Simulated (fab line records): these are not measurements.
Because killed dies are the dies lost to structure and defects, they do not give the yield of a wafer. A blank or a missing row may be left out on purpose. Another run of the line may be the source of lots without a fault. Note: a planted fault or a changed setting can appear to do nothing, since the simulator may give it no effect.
Which tool did it? :: flow gf180mcu :: 36 wafers from 12 lots sampled at 6 of the route's 602 steps

== WHAT EACH GAUGE READ, for each wafer ==
GF_NWELL_OVL_MEAS_07. Usual: for NWELL_OVL the level is -0.5 nm and the standard deviation is 1.6.
lot: L520
measured: day 4 07:01
on: overlay-02
NWELL_OVL (nm): -1.5 -1.9 -1.9
flag: 

lot: L521
measured: day 4 16:24
on: overlay-02
NWELL_OVL (nm): -4.5 -3.6 -2.7
flag: 

lot: L523
measured: day 4 21:17
on: overlay-01
NWELL_OVL (nm): -0.4 1.6 0.3
flag: 

lot: L524
measured: day 5 04:11
on: overlay-02
NWELL_OVL (nm): -0.8 -0.5 0.3
flag: 

lot: L525
measured: day 5 10:28
on: overlay-02
NWELL_OVL (nm): -0.7 -1.1 -2.7
flag: 

lot: L526
measured: day 5 14:40
on: overlay-01
NWELL_OVL (nm): 2.8 1.8 -0.1
flag: 

lot: L527
measured: day 5 19:45
on: overlay-01
NWELL_OVL (nm): 2.0 0.2 2.7
flag: 

lot: L528
measured: day 5 23:53
on: overlay-01
NWELL_OVL (nm): -1.6 -3.3 -1.2
flag: 

lot: L529
measured: day 6 06:29
on: overlay-02
NWELL_OVL (nm): -0.1 -0.9 -1.0
flag: 

lot: L531
measured: day 6 15:36
on: overlay-01
NWELL_OVL (nm): -0.3 -1.9 -1.9
flag: 

lot: L538
measured: day 8 07:21
on: overlay-02
NWELL_OVL (nm): -1.3 0.5 0.5
flag: 

lot: L539
measured: day 8 11:51
on: overlay-02
NWELL_OVL (nm): -0.3 0.6 -3.3
flag: 

GF_MVPSD_OVL_MEAS_07. Usual: for MVPSD_OVL the level is 0.2 nm and the standard deviation is 1.4.
lot: L520
measured: day 6 02:37
on: overlay-01
MVPSD_OVL (nm): -1.4 -0.7 -0.6
flag: 

lot: L521
measured: day 6 13:05
on: overlay-01
MVPSD_OVL (nm): -1.2 1.6 1.3
flag: 

lot: L523
measured: day 6 18:08
on: overlay-02
MVPSD_OVL (nm): 0.3 0.0 -2.2
flag: 

lot: L524
measured: day 7 00:25
on: overlay-01
MVPSD_OVL (nm): 0.0 -0.9 0.1
flag: 

lot: L525
measured: day 7 07:56
on: overlay-02
MVPSD_OVL (nm): 0.9 -0.2 -0.2
flag: 

lot: L526
measured: day 7 13:01
on: overlay-02
MVPSD_OVL (nm): 1.1 1.7 0.9
flag: 

lot: L527
measured: day 7 18:31
on: overlay-02
MVPSD_OVL (nm): -0.8 -1.4 -1.1
flag: 

lot: L528
measured: day 7 23:25
on: overlay-02
MVPSD_OVL (nm): -1.9 -2.1 -2.0
flag: 

lot: L529
measured: day 8 05:52
on: overlay-02
MVPSD_OVL (nm): 2.7 1.9 0.6
flag: 

lot: L531
measured: day 8 16:07
on: overlay-02
MVPSD_OVL (nm): -1.0 -2.6 -2.2
flag: 

lot: L538
measured: day 10 11:54
on: overlay-02
MVPSD_OVL (nm): -0.3 -0.7 -1.8
flag: 

lot: L539
measured: day 10 17:01
on: overlay-02
MVPSD_OVL (nm): -2.7 0.8 0.9
flag: 

GF_MVPSD_TW_MEAS_11. Usual: for MVPSD_TW the level is 551.2 and the standard deviation is 2.8.
lot: L520
measured: day 6 03:03
on: film-metro-02
MVPSD_TW: 550.9 552.7 553.1
flag: 

lot: L521
measured: day 6 13:31
on: film-metro-04
MVPSD_TW: 549.7 550.1 551.7
flag: 

lot: L523
measured: day 6 18:35
on: film-metro-01
MVPSD_TW: 551.8 551.9 551.9
flag: 

lot: L524
measured: day 7 00:51
on: film-metro-02
MVPSD_TW: 551.5 550.1 556.9
flag: 

lot: L525
measured: day 7 08:23
on: film-metro-01
MVPSD_TW: 554.6 557.2 553.3
flag: 

lot: L526
measured: day 7 13:29
on: film-metro-01
MVPSD_TW: 550.7 554.0 550.8
flag: 

lot: L527
measured: day 7 18:58
on: film-metro-01
MVPSD_TW: 550.9 555.0 552.2
flag: 

lot: L528
measured: day 7 23:51
on: film-metro-04
MVPSD_TW: 556.7 550.5 552.3
flag: 

lot: L529
measured: day 8 06:17
on: film-metro-01
MVPSD_TW: 573.6 571.2 571.7
flag: OFF

lot: L531
measured: day 8 16:34
on: film-metro-02
MVPSD_TW: 575.4 574.0 574.5
flag: OFF

lot: L538
measured: day 10 12:21
on: film-metro-02
MVPSD_TW: 555.4 556.3 553.9
flag: 

lot: L539
measured: day 10 17:28
on: film-metro-02
MVPSD_TW: 554.2 551.5 552.5
flag: 

GF_VT_IMPLANT_RS_MEAS_49: a four-point-probe measurement. Usual: for MVPSD_RS the level is 1167.1 ohm/sq and the standard deviation is 2.9.
lot: L520
measured: day 8 19:10
on: film-metro-01
MVPSD_RS (ohm/sq): 1163.8 1166.3 1163.3
flag: 

lot: L521
measured: day 9 06:50
on: film-metro-01
MVPSD_RS (ohm/sq): 1166.5 1164.5 1165.5
flag: 

lot: L523
measured: day 9 12:23
on: film-metro-01
MVPSD_RS (ohm/sq): 1167.4 1165.7 1167.6
flag: 

lot: L524
measured: day 9 21:38
on: film-metro-04
MVPSD_RS (ohm/sq): 1167.1 1167.5 1171.1
flag: 

lot: L525
measured: day 10 05:28
on: film-metro-02
MVPSD_RS (ohm/sq): 1172.9 1167.3 1170.5
flag: 

lot: L526
measured: day 10 09:06
on: film-metro-01
MVPSD_RS (ohm/sq): 1165.8 1164.8 1167.4
flag: 

lot: L527
measured: day 10 16:11
on: film-metro-04
MVPSD_RS (ohm/sq): 1167.9 1167.1 1165.0
flag: 

lot: L528
measured: day 10 21:30
on: film-metro-02
MVPSD_RS (ohm/sq): 1165.7 1167.2 1166.2
flag: 

lot: L529
measured: day 11 04:27
on: film-metro-01
MVPSD_RS (ohm/sq): 1033.4 1036.5 1034.8
flag: OFF

lot: L531
measured: day 11 17:44
on: film-metro-01
MVPSD_RS (ohm/sq): 1032.2 1034.5 1034.1
flag: OFF

lot: L538
measured: day 13 18:38
on: film-metro-02
MVPSD_RS (ohm/sq): 1167.9 1169.2 1172.0
flag: 

lot: L539
measured: day 14 01:16
on: film-metro-04
MVPSD_RS (ohm/sq): 1167.3 1170.5 1168.8
flag: 

== WHAT TOOL EACH LOT RAN ON (gives the tool, then ch and the chambers of the sampled wafers, and finally the start) ==
lot: L520
GF_NWELL_STRIP_10: plasma-asher-02 ch 0,1, day 4 07:21
GF_MVPSD_IMPLANT_09: implanter-04 ch 0, day 6 02:48

lot: L521
GF_NWELL_STRIP_10: plasma-asher-04 ch 0,1, day 4 16:46
GF_MVPSD_IMPLANT_09: implanter-04 ch 0, day 6 13:18

lot: L523
GF_NWELL_STRIP_10: plasma-asher-03 ch 0,1, day 4 21:38
GF_MVPSD_IMPLANT_09: implanter-03 ch 0, day 6 18:20

lot: L524
GF_NWELL_STRIP_10: plasma-asher-03 ch 0,1, day 5 04:32
GF_MVPSD_IMPLANT_09: implanter-03 ch 0, day 7 00:36

lot: L525
GF_NWELL_STRIP_10: plasma-asher-04 ch 0,1, day 5 10:48
GF_MVPSD_IMPLANT_09: implanter-04 ch 0, day 7 08:08

lot: L526
GF_NWELL_STRIP_10: plasma-asher-03 ch 0,1, day 5 15:00
GF_MVPSD_IMPLANT_09: implanter-03 ch 0, day 7 13:12

lot: L527
GF_NWELL_STRIP_10: plasma-asher-03 ch 0,1, day 5 20:07
GF_MVPSD_IMPLANT_09: implanter-03 ch 0, day 7 18:45

lot: L528
GF_NWELL_STRIP_10: plasma-asher-04 ch 0,1, day 6 00:14
GF_MVPSD_IMPLANT_09: implanter-02 ch 0, day 7 23:36

lot: L529
GF_NWELL_STRIP_10: plasma-asher-04 ch 0,1, day 6 06:50
GF_MVPSD_IMPLANT_09: implanter-03 ch 0, day 8 06:02

lot: L531
GF_NWELL_STRIP_10: plasma-asher-02 ch 0,1, day 6 15:58
GF_MVPSD_IMPLANT_09: implanter-03 ch 0, day 8 16:20

lot: L538
GF_NWELL_STRIP_10: plasma-asher-03 ch 0,1, day 8 07:43
GF_MVPSD_IMPLANT_09: implanter-04 ch 0, day 10 12:08

lot: L539
GF_NWELL_STRIP_10: plasma-asher-03 ch 0,1, day 8 12:11
GF_MVPSD_IMPLANT_09: implanter-04 ch 0, day 10 17:13
- GF_NWELL_STRIP_10: strips in O2/N2.
- GF_MVPSD_IMPLANT_09

== WHAT THE TOOLS THEMSELVES READ (means of the sampled wafers that have a number; where no wafer has one, the mark that the record gives instead) ==
GF_NWELL_STRIP_10. Usual: drypump-motor-current-A 5.77 A, standard deviation 0.21; heater-power-w 337 W, standard deviation 19; oes-product-au 0.722 a.u., standard deviation 0.0049; strip-time-to-endpoint-s 36.88 s, standard deviation 0.11.
lot: L520
tool: plasma-asher-02
drypump-motor-current-A (A): 5.37
heater-power-w (W): 319
oes-product-au (a.u.): 0.721
strip-time-to-endpoint-s (s): 36.78
flag: 

lot: L521
tool: plasma-asher-04
drypump-motor-current-A (A): 5.75
heater-power-w (W): 324
oes-product-au (a.u.): 0.724
strip-time-to-endpoint-s (s): 36.63
flag: 

lot: L523
tool: plasma-asher-03
drypump-motor-current-A (A): 5.91
heater-power-w (W): 353
oes-product-au (a.u.): 0.726
strip-time-to-endpoint-s (s): 36.90
flag: 

lot: L524
tool: plasma-asher-03
drypump-motor-current-A (A): 5.90
heater-power-w (W): 359
oes-product-au (a.u.): 0.726
strip-time-to-endpoint-s (s): 36.85
flag: 

lot: L525
tool: plasma-asher-04
drypump-motor-current-A (A): 5.74
heater-power-w (W): 325
oes-product-au (a.u.): 0.720
strip-time-to-endpoint-s (s): 36.86
flag: 

lot: L526
tool: plasma-asher-03
drypump-motor-current-A (A): 5.92
heater-power-w (W): 349
oes-product-au (a.u.): 0.723
strip-time-to-endpoint-s (s): 36.99
flag: 

lot: L527
tool: plasma-asher-03
drypump-motor-current-A (A): 5.90
heater-power-w (W): 355
oes-product-au (a.u.): 0.722
strip-time-to-endpoint-s (s): 36.98
flag: 

lot: L528
tool: plasma-asher-04
drypump-motor-current-A (A): 5.86
heater-power-w (W): 327
oes-product-au (a.u.): 0.722
strip-time-to-endpoint-s (s): 36.92
flag: 

lot: L529
tool: plasma-asher-04
drypump-motor-current-A (A): 5.75
heater-power-w (W): 327
oes-product-au (a.u.): 0.718
strip-time-to-endpoint-s (s): 36.97
flag: 

lot: L531
tool: plasma-asher-02
drypump-motor-current-A (A): 5.38
heater-power-w (W): 313
oes-product-au (a.u.): 0.728
strip-time-to-endpoint-s (s): 37.05
flag: 

lot: L538
tool: plasma-asher-03
drypump-motor-current-A (A): 5.91
heater-power-w (W): 349
oes-product-au (a.u.): 0.720
strip-time-to-endpoint-s (s): 36.91
flag: 

lot: L539
tool: plasma-asher-03
drypump-motor-current-A (A): 5.91
heater-power-w (W): 344
oes-product-au (a.u.): 0.724
strip-time-to-endpoint-s (s): 36.88
flag: 

GF_MVPSD_IMPLANT_09. Usual: dose-ions-cm2 4.998e+12, standard deviation 5.7e+09; faraday-current-uA 28.1, standard deviation 0.53.
lot: L520
tool: implanter-04
dose-ions-cm2: 4.994e+12
faraday-current-uA: 27.8
flag: 

lot: L521
tool: implanter-04
dose-ions-cm2: 4.991e+12
faraday-current-uA: 28.4
flag: 

lot: L523
tool: implanter-03
dose-ions-cm2: 5.001e+12
faraday-current-uA: 28.6
flag: 

lot: L524
tool: implanter-03
dose-ions-cm2: 4.999e+12
faraday-current-uA: 28.1
flag: 

lot: L525
tool: implanter-04
dose-ions-cm2: 4.995e+12
faraday-current-uA: 27.9
flag: 

lot: L526
tool: implanter-03
dose-ions-cm2: 4.998e+12
faraday-current-uA: 28.2
flag: 

lot: L527
tool: implanter-03
dose-ions-cm2: 5.002e+12
faraday-current-uA: 27.8
flag: 

lot: L528
tool: implanter-02
dose-ions-cm2: 4.999e+12
faraday-current-uA: 27.6
flag: 

lot: L529
tool: implanter-03
dose-ions-cm2: 8.835e+12
faraday-current-uA: 49.5
flag: OFF

lot: L531
tool: implanter-03
dose-ions-cm2: 8.836e+12
faraday-current-uA: 50.6
flag: OFF

lot: L538
tool: implanter-04
dose-ions-cm2: 4.998e+12
faraday-current-uA: 27.7
flag: 

lot: L539
tool: implanter-04
dose-ions-cm2: 5.001e+12
faraday-current-uA: 28.5
flag: 

== THE ANSWER, worked out from the rows above alone ==
Rule: lot off if the mean of its wafers having a number is beyond 3 standard deviations from the usual mean. Also off: a lot with no number at a reading for which 4 or more lots have one. Where the step has rows for the other lots, those lots are counted as sound. First the gauges in route order, then the tools' own readings, where a lot's mean is used as printed above. The first step at which some lot is off is used, and at that step the reading that is off furthest; a lot without a number counts as furthest.
Off: at GF_MVPSD_TW_MEAS_11 (MVPSD_TW), L529, L531.
If a tool, at a process step before that reading, ran all the lots that are off and no sound lot after the first of them, it fits. The gauges at GF_MVPSD_TW_MEAS_11 aren't tried: what is off there is off at GF_MVPSD_IMPLANT_09 too, on other tools, and a gauge's error can't cause that. One fits: implanter-03 at GF_MVPSD_IMPLANT_09. A fault onset in the window from L527 (day 7 18:45, its last sound lot) to L529 (day 8 06:02, its first lot off) fits.
The tool's own readings at GF_MVPSD_IMPLANT_09 bear it out: on the lots that are off they differ by more than 5 times the standard deviation of the sound lots' means. dose-ions-cm2 reads 8.836e+12 there against 4.998e+12 on the sound lots; faraday-current-uA reads 50.0 there against 28.1 on the sound lots.

== WHAT THE SIMULATOR HAD PUT IN ==
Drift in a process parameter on implanter-03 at GF_MVPSD_IMPLANT_09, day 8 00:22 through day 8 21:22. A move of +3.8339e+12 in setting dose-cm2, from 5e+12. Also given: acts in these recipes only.
Lots struck among those shown: L529, L531. The rule given above showed the same thing.
